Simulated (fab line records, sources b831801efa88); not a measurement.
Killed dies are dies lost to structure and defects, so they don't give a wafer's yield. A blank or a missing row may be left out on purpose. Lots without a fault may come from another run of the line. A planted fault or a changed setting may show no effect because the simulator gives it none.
One fault seen from 2 desks | flow sky130 | each desk has only its own numbers; what lay behind them comes last

THE METROLOGY DESK
What the gauges read, lot by lot, whatever tool the lot ran on: means of the sampled wafers that have a number. A lot is out of limits, marked OUT, if its mean lies more than 4 standard deviations from the usual mean; the brackets give that distance.
Columns: A = METAL4_OVL at SKY_METAL4_OVL_MEAS_14, usual 3 nm
lot  | first seen here | A
L754 | day 42 09:56    | -8
L756 | day 43 05:42    | 2
L760 | day 44 01:27    | 2
L761 | day 44 02:26    | 4
L763 | day 44 03:52    | 3
L766 | day 44 22:58    | 9
L767 | day 45 04:54    | 7
L768 | day 45 14:00    | 10
L769 | day 46 13:30    | 7
L771 | day 46 14:15    | -1
L770 | day 46 14:29    | 4
L773 | day 46 21:29    | -5
L775 | day 47 13:44    | 9
L776 | day 47 18:04    | -2
This desk's finding: nothing out of limits on any of the 14 lots.

THE TOOL OWNER'S DESK: litho_track-03
The tool's own readings at SKY_METAL4_DEVELOP_12 (develop time 60 s): means of the sampled wafers that have a number, for each lot that ran on this tool. A lot is out of limits, marked OUT, if its mean lies more than 4 standard deviations from the usual mean; the brackets give that distance.
Columns: A = developer_temp_C at SKY_METAL4_DEVELOP_12, usual 21.01 C; B = exhaust_pa at SKY_METAL4_DEVELOP_12, usual 45.0 Pa
lot  | first seen here | A                | B
L756 | day 43 05:00    | 21.04            | 45.0
L763 | day 44 03:00    | 20.95            | 45.7
L766 | day 44 22:00    | 20.22 (-8.3) OUT | 45.0
L767 | day 45 04:00    | 20.19 (-8.7) OUT | 44.4
This desk's finding: out of limits on L766, L767; first on L766, day 44 22:00 (developer_temp_C at SKY_METAL4_DEVELOP_12). In limits: L756, L763.

PUT TOGETHER
The tool owner's desk could have raised an alarm at day 44 22:00, on L766, L767.
The metrology desk saw nothing out of limits.
The metrology desk has L766, L767 on record, within its limits.
Of the lots named, all ran SKY_METAL4_DEVELOP_12 on litho_track-03.

WHAT THE SIMULATOR HAD PUT IN
Process parameter drift: litho_track-03, from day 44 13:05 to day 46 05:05, at SKY_METAL4_DEVELOP_12. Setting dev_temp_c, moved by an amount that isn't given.
Lots struck among those shown: L766, L767.
Hours from the fault's start to each desk's first reading out of limits: the tool owner's desk, 9.
